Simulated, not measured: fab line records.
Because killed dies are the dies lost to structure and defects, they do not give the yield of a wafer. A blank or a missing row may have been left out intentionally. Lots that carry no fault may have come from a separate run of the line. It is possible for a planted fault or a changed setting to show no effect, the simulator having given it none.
fab line records -- flow sky130
[record] lots = 5, wafers = 15, last-day = 50
route steps=708 shown POLY_GATE@219
lots that met no fault: taken from a fault-free run of the same line
start-h: start of the lot's first displayed wafer, in hours after the record's first day -- wait-h: time in hours since the lot's previous step -- " the same as in the row above -- L1.1+2: a single row standing in for several wafers -- - either no value or no given start -- * or withheld: withheld -- < > ~ a bound
route shown NAME@n: NAME is a module with steps in the file, n the number in the route of the first one -- usual: the fault-free wafers' mean and standard deviation -- same: alike in all rows -- chamber/n: place in a boat -- sites: each site's reading -- _std_site: how widely they spread, as a standard deviation -- _edge_site: outer sites' mean less inner sites' -- radius-mm: for every site, how far away it sits from the centre of the wafer -- mask NAME#n: copy n -- behind: the most recent tool/chamber to have shaped the wafer -- hold: why the lot went on hold/how many hours it stayed there/how the hold came to an end -- device: transistor that didn't switch, given as n, p or np -- end of line: tests of these same wafers at the route's end -- step lacking rows: just its recipe -- killed: the dies lost at the first sort to structure and to defects; this is not the yield of the wafer -- map: a wafer's dies, marking killed ones x, the rest . and places with no die _
set.NAME: the setting that was run; set.NAME@STEP: the one run at that earlier step -- model.NAME: the simulator's own value behind a step, which no gauge read
lots at some steps of the route; a table a step, a row a wafer
services: a tool's chamber out of use, with start hour (start-h, from the record's first day; less than 0 if before it), hours out, and reason
[[steps]]
[step SKY_POLY_GATE_DEHYDRATE_05]
[recipe] temp-c = 200, time-s = 60
[step SKY_POLY_GATE_HMDS_06]
[recipe] prime-time-s = 60, prime-temp-c = 120
[step SKY_POLY_GATE_COAT_07]
[recipe] resist = BARC, temp-c = withheld, time-s = withheld, spin-rpm = 3000, resist-thk-nm = 110
[step SKY_POLY_GATE_COAT_08]
[recipe] resist = KrF-thick, spin-rpm = 3000, resist-thk-nm = 450
[step SKY_POLY_GATE_SOFTBAKE_09]
[recipe] temp-c = 100, time-s = 90, resist = KrF-thick
[step SKY_POLY_GATE_EXPOSE_10]
[recipe] mask-id = P1M, na = 0.68, source-shape = conventional, sigma-outer = 0.6, target-cd-nm = 150, dose-mj = 28
[step SKY_POLY_GATE_PEB_11]
[recipe] peb-temp-c = withheld, peb-time-s = withheld, resist = KrF-thick
[step SKY_POLY_GATE_DEVELOP_12]
[recipe] develop-time-s = 60, resist = KrF-thick, dev-temp-c = 21
[step SKY_POLY_GATE_CD_MEAS_13]
[recipe] target-cd-nm = 150
[usual] cd-nm = 150.2/1.3
lot.wafer,tool,chamber,start-h,wait-h,cd-nm
L507.3,cd-sem-02,-,412.85,-,151.1
L507.4,cd-sem-02,-,412.85,-,151.7
L507.5,cd-sem-02,-,412.85,-,151.6
L509.2,cd-sem-01,-,419.86,-,149.0
L509.4,cd-sem-01,-,419.86,-,148.6
L509.5,cd-sem-01,-,419.86,-,148.5
L512.2,cd-sem-02,-,453.43,-,149.5
L512.3,cd-sem-02,-,453.43,-,149.0
L512.4,cd-sem-02,-,453.43,-,147.8
L520.2,cd-sem-02,-,521.68,-,148.5
L520.4,cd-sem-02,-,521.68,-,149.6
L520.5,cd-sem-02,-,521.68,-,149.9
L525.1,cd-sem-01,-,562.94,-,150.7
L525.3,cd-sem-01,-,562.94,-,149.0
L525.6,cd-sem-01,-,562.94,-,150.2
[step SKY_POLY_GATE_OVL_MEAS_14]
[usual] POLY_GATE_OVL = 2/5.5
lot.wafer,tool,chamber,start-h,wait-h,POLY_GATE_OVL[nm]
L507.3,overlay-01,-,412.95,0.1,3
L507.4,overlay-01,-,412.95,0.1,5
L507.5,overlay-01,-,412.95,0.1,-2
L509.2,overlay-01,-,419.96,0.1,-2
L509.4,overlay-01,-,419.96,0.1,2
L509.5,overlay-01,-,419.96,0.1,1
L512.2,overlay-01,-,453.54,0.1,4
L512.3,overlay-01,-,453.54,0.1,4
L512.4,overlay-01,-,453.54,0.1,-1
L520.2,overlay-02,-,521.79,0.1,-6
L520.4,overlay-02,-,521.79,0.1,-8
L520.5,overlay-02,-,521.79,0.1,-10
L525.1,overlay-01,-,563.06,0.1,-1
L525.3,overlay-01,-,563.06,0.1,2
L525.6,overlay-01,-,563.06,0.1,-4
[step SKY_POLY_GATE_ETCH_15]
[recipe] chemistry = N2/H2, target = BARC, ion-energy-ev = 200, source-w = 500, bias-w = 100, pressure-mtorr = 30, n2-flow-sccm = 100, h2-flow-sccm = 200, stop-on = SiO2, time-s = 118.5, target-depth-a = 1100
[usual] chamber-pressure-mTorr = 30.00/0.031, drypump-motor-current-A = 5.8/0.39, oes-product-au = 0.717/0.0046, throttle-valve-pct = 13.212/0.01
lot.wafer,tool,chamber,start-h,wait-h,chamber-pressure-mTorr,drypump-motor-current-A,oes-product-au,rf-hours-counter-h,throttle-valve-pct
L507.3,rie-diel-04,1,412.97,0.0,30.02,5.7,0.720,58,13.224
L507.4,rie-diel-04,3,412.97,0.0,29.97,6.1,0.714,18,13.220
L507.5,rie-diel-04,2,412.97,0.0,29.97,6.3,0.713,-,13.221
L509.2,rie-diel-04,1,419.99,0.0,30.02,5.7,0.717,58,13.200
L509.4,rie-diel-04,0,419.99,0.0,30.03,5.1,0.713,76,13.201
L509.5,rie-diel-04,2,419.99,0.0,29.98,6.3,0.713,-,13.210
L512.2,rie-diel-04,0,453.57,0.0,30.07,5.1,0.723,77,13.205
L512.3,rie-diel-04,1,453.57,0.0,29.99,5.7,0.721,59,13.213
L512.4,rie-diel-04,2,453.57,0.0,29.98,6.3,0.723,5,13.231
L520.2,rie-diel-04,1,521.82,0.0,29.95,5.7,0.710,60,13.218
L520.4,rie-diel-04,2,521.82,0.0,29.98,6.3,0.725,6,13.209
L520.5,rie-diel-04,0,521.82,0.0,30.00,5.1,0.710,-,13.226
L525.1,rie-diel-01,0,563.09,0.0,29.96,6.1,0.712,3,13.214
L525.3,rie-diel-01,3,563.09,0.0,29.98,5.8,0.716,63,13.207
L525.6,rie-diel-01,1,563.09,0.0,30.03,5.8,0.719,-,13.237
[step SKY_POLY_GATE_ETCH_16]
[recipe] stop-on = poly-Si, chemistry = CH3F/O2, target = Si3N4, source-w = 400, bias-w = 80, pressure-mtorr = 25, ch3f-flow-sccm = 40, O2_flow_sccm = 30, time-s = 147.5, target-depth-a = 750
[usual] chamber-pressure-mTorr = 24.998/0.025, drypump-motor-current-A = 5.7/0.39, oes-product-au = 0.643/0.0052, throttle-valve-pct = 10.536/0.0099
lot.wafer,tool,chamber,start-h,wait-h,chamber-pressure-mTorr,drypump-motor-current-A,oes-product-au,rf-hours-counter-h,throttle-valve-pct
L507.3,rie-diel-04,1,413.05,0.0,25.047,5.7,0.634,58,10.541
L507.4,rie-diel-04,3,413.05,0.0,24.996,6.1,0.633,18,10.536
L507.5,rie-diel-04,2,413.05,0.0,24.988,6.3,0.637,-,10.528
L509.2,rie-diel-04,1,420.08,0.0,25.006,5.7,0.636,58,10.545
L509.4,rie-diel-04,0,420.08,0.0,25.030,5.1,0.641,76,10.547
L509.5,rie-diel-04,2,420.08,0.0,25.016,6.3,0.642,-,10.533
L512.2,rie-diel-04,0,453.65,0.0,25.031,5.1,0.634,77,10.541
L512.3,rie-diel-04,1,453.65,0.0,25.009,5.7,0.635,59,10.552
L512.4,rie-diel-04,2,453.65,0.0,24.974,6.3,0.643,5,10.540
L520.2,rie-diel-04,1,521.90,0.0,25.005,5.7,0.643,60,10.535
L520.4,rie-diel-04,2,521.90,0.0,25.009,6.2,0.646,6,10.534
L520.5,rie-diel-04,0,521.90,0.0,24.971,5.1,0.642,-,10.535
L525.1,rie-diel-01,0,563.17,0.0,24.996,6.1,0.640,3,10.530
L525.3,rie-diel-01,3,563.17,0.0,25.003,5.8,0.645,63,10.535
L525.6,rie-diel-01,1,563.17,0.0,24.974,5.8,0.649,-,10.521
[step SKY_POLY_GATE_ETCH_17]
[recipe] target-depth-nm = 180, stop-on = SiO2, over-etch-frac = 0.56667, chemistry = HBr/Cl2, target = poly-Si, icp-w = 400, bias-w = 100, pressure-mtorr = 10, HBr_flow_sccm = 150, Cl2_flow_sccm = 50, time-s = 70.5
[usual] chamber-pressure-mTorr = 10.001/0.0089, drypump-motor-current-A = 5.8/0.48, oes-product-au = 0.984/0.007, over-etch-frac = 0.56667/0, throttle-valve-pct = 33.686/0.0086
lot.wafer,tool,chamber,start-h,wait-h,chamber-pressure-mTorr,drypump-motor-current-A,oes-product-au,over-etch-frac,rf-hours-counter-h,throttle-valve-pct,model.etch.depth-nm,model.POLY_GATE.feature-depth-nm,model.KrF-thick_of_POLY_GATE_COAT_08.thk-nm
L507.3,rie-si-01,1,413.15,0.0,10.000,5.6,0.974,0.56667,2,33.687,176.1,176.1,137
L507.4,rie-si-01,2,413.15,0.0,10.003,6.7,0.976,0.56667,-,33.684,176.6,176.6,147.3
L507.5,rie-si-01,3,413.15,0.0,10.006,6.1,0.970,0.56667,-,33.677,175.1,175.1,135.4
L509.2,rie-si-02,1,420.17,0.0,10.006,4.8,0.983,0.56667,0,33.704,178.3,178.3,133.3
L509.4,rie-si-02,3,420.17,0.0,9.996,5.9,0.987,0.56667,-,33.696,177.1,177.1,134.1
L509.5,rie-si-02,0,420.17,0.0,10.002,5.5,0.973,0.56667,-,33.692,177,177,129.9
L512.2,rie-si-01,1,453.75,0.0,10.010,5.6,0.985,0.56667,2,33.666,179.7,179.7,134.6
L512.3,rie-si-01,2,453.75,0.0,10.004,6.7,0.971,0.56667,64,33.699,175.4,175.4,138.2
L512.4,rie-si-01,3,453.75,0.0,10.013,6.1,0.984,0.56667,-,33.677,176.3,176.3,132.7
L520.2,rie-si-01,3,522.00,0.0,9.994,6.0,0.985,0.56667,44,33.674,174.8,174.8,140.6
L520.4,rie-si-01,0,522.00,0.0,10.000,5.9,0.974,0.56667,27,33.685,173.9,173.9,138.7
L520.5,rie-si-01,2,522.00,0.0,10.000,6.7,0.980,0.56667,-,33.691,178.1,178.1,137
L525.1,rie-si-01,2,563.27,0.0,10.012,6.6,0.984,0.56667,0,33.681,177.1,177.1,142
L525.3,rie-si-01,0,563.27,0.0,9.997,5.9,0.983,0.12386,27,33.683,125.8,125.8,163.3
L525.6,rie-si-01,0,563.27,0.0,10.001,5.9,0.987,0.12386,-,33.682,125.8,125.8,166.5
[step SKY_POLY_GATE_STRIP_18]
[recipe] chemistry = O2/N2, power-w = 1400, pressure-mtorr = 1500, platen-temp-c = withheld, o2-flow-sccm = 3000, n2-flow-sccm = 300, overash-fraction = 0.5
[usual] chamber-pressure-mTorr = 1500.0/1.4, drypump-motor-current-A = 5.6/0.6, oes-product-au = 0.361/0.005, strip-time-to-endpoint-s = 3.16/0.049
lot.wafer,tool,chamber,start-h,wait-h,chamber-pressure-mTorr,drypump-motor-current-A,oes-product-au,rf-hours-counter-h,strip-time-to-endpoint-s
L507.3,plasma-asher-03,0,413.24,0.1,1499.9,4.9,0.366,-,3.14
L507.4,plasma-asher-03,1,413.24,0.1,1501.1,6.3,0.365,-,3.25
L507.5,plasma-asher-03,0,413.24,0.1,1500.3,4.9,0.355,-,3.11
L509.2,plasma-asher-03,0,420.23,0.0,1498.8,4.9,0.360,30,3.09
L509.4,plasma-asher-03,1,420.23,0.0,1499.7,6.3,0.358,-,3.09
L509.5,plasma-asher-03,1,420.23,0.0,1503.3,6.3,0.351,-,3.06
L512.2,plasma-asher-02,0,453.81,0.0,1498.7,4.9,0.364,2,3.12
L512.3,plasma-asher-02,0,453.81,0.0,1500.6,4.9,0.361,-,3.14
L512.4,plasma-asher-02,1,453.81,0.0,1501.0,5.4,0.363,-,3.09
L520.2,plasma-asher-02,0,522.06,0.0,1503.3,5.0,0.361,9,3.18
L520.4,plasma-asher-02,0,522.06,0.0,1498.2,4.9,0.361,-,3.16
L520.5,plasma-asher-02,0,522.06,0.0,1501.0,4.9,0.353,-,3.14
L525.1,plasma-asher-01,1,563.33,0.0,1500.6,5.6,0.356,87,3.17
L525.3,plasma-asher-01,0,563.33,0.0,1499.5,6.4,0.371,-,3.40
L525.6,plasma-asher-01,1,563.33,0.0,1499.5,5.6,0.368,-,3.44
[step SKY_POLY_GATE_CLEAN_19]
[recipe] chemistry = SC1/SC2, mix = 1:4:20, temp-c = 70, time-s = 150, dry = n2-spin
[[services]]
tool,chamber,start-h,hours,kind
rie-diel-01,1,398.59,2.4,repair
rie-si-01,0,412.37,3.3,repair
rie-diel-01,-,412.76,2.8,pm
plasma-asher-02,-,421.25,9.0,pm
plasma-asher-02,0,421.25,9.0,vent-cycle
rie-diel-04,3,428.26,2.0,repair
plasma-asher-02,-,436.40,1.2,repair
rie-si-02,-,437.65,2.8,pm
rie-si-01,1,437.72,11.8,repair
rie-diel-01,2,439.65,8.7,repair
rie-si-01,0,440.12,13.9,repair
rie-si-01,2,461.05,-,clean
rie-si-01,2,461.05,13.7,scheduled-down
rie-si-01,2,461.05,13.7,vent-cycle
rie-diel-04,0,461.89,11.9,repair
rie-diel-01,3,468.79,8.2,repair
rie-si-01,1,485.50,7.6,repair
plasma-asher-02,-,498.19,2.2,repair
rie-diel-01,0,516.60,16.0,repair
rie-diel-01,3,539.05,3.9,repair
rie-si-02,-,540.95,2.7,repair
rie-si-01,3,548.04,-,clean
rie-si-01,3,548.04,23.7,scheduled-down
rie-si-01,3,548.04,23.7,vent-cycle
[[key]]
[first-sign] step = SKY_POLY_GATE_ETCH_17, reading = over-etch-frac, direction = down, sigmas = 99+, usual = 0.56667, struck = 0.12386
[effect] step = SKY_POLY_GATE_STRIP_18, reading = strip-time-to-endpoint-s, direction = up, sigmas = 5.3, usual = *, struck = *
[model-effect] step = SKY_POLY_GATE_ETCH_17, value = etch.depth-nm, without = 175.4, struck = 125.8
met-at SKY_POLY_GATE_ETCH_17
struck-wafers L525.3,L525.6
later-rows-left-out L525.3,L525.6
sort-left-out L525.3,L525.6
tester-left-out L525
onset-between 522.00 563.27
[fault] kind = process-parameter-drift, tool = rie-si-01, chamber = 0, onset-h = 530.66, steps = SKY_POLY_GATE_ETCH_17, channel = over-etch-frac, offset = -0.44281, shape = step, end-h = 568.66, stated = 0.56667
// tester-left-out: of these lots the tester's yield and bins aren't shown, on N5 and GAA mostly nor the transistor test; their killed dies are dies lost to structure and defects alone, not to doping, threshold or leakage, so they don't give the yield
// sort-left-out: the simulated sort isn't trusted on such a fault, so these wafers' sort isn't shown, and their yield isn't known
// later-rows-left-out: the simulator's readings of these wafers behind a module that went badly wrong aren't trusted and aren't shown, but for the sort
